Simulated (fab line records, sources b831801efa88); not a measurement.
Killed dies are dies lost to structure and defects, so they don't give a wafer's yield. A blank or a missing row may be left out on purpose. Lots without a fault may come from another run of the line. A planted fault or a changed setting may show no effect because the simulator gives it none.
Chamber matching | flow sky130 | SKY_VIA1_ETCH_15 on rie_diel-04: 4 sister chambers
The step etches SiO2 in C4F8/O2/Ar, stops on TiN, target depth 351 nm, time 54 s. 7 wafers are shown with their chamber, then 9 later ones without.

WAFERS WITH THEIR CHAMBER
wafer  | chamber | oes_product_au (a.u.)
L089.3 | 1       | 0.984
L093.1 | 2       | 0.986
L093.2 | 3       | 0.991
L093.3 | 0       | 0.987
L094.1 | 0       | 0.985
L094.2 | 3       | 0.986
L094.3 | 2       | 0.986

WAFERS WITHOUT THEIR CHAMBER
wafer  | oes_product_au (a.u.)
L094.4 | 0.990
L094.5 | 0.977
L094.6 | 0.979
L096.1 | 0.984
L096.2 | 0.981
L096.3 | 0.985
L096.4 | 0.982
L096.5 | 0.977
L096.6 | 0.982

WHICH CHAMBER EACH WENT THROUGH
wafer  | from the rows above               | in truth
L094.4 | can't be placed: 3 or 0 or 2      | 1
L094.5 | can't be placed: 1 or 0 or 2      | 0
L094.6 | can't be placed: 1 or 0 or 2      | 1
L096.1 | can't be placed: 1 or 0 or 2      | 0
L096.2 | can't be placed: 1 or 0 or 2      | 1
L096.3 | can't be placed: 0 or 1 or 2 or 3 | 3
L096.4 | can't be placed: 1 or 0 or 2      | 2
L096.5 | can't be placed: 1 or 0 or 2      | 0
L096.6 | can't be placed: 1 or 0 or 2      | 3
Placed correctly: 0 of 9. Can't be placed from these rows: 9 (the true chamber is among the candidates in 7). Placed wrongly: 0.
How it was worked out, from the rows above alone: a wafer's distance from a chamber is the root of the sum, over the readings, of the square of ((its reading less the chamber's mean) divided by the reading's scatter). The wafer belongs to the nearest chamber; if the next one is less than 2 further off, it can't be placed. A chamber's mean is the mean of its shown wafers. The scatter: the root of (the sum of the squares of (reading less its chamber's mean) over the shown wafers, divided by (wafers less chambers)).
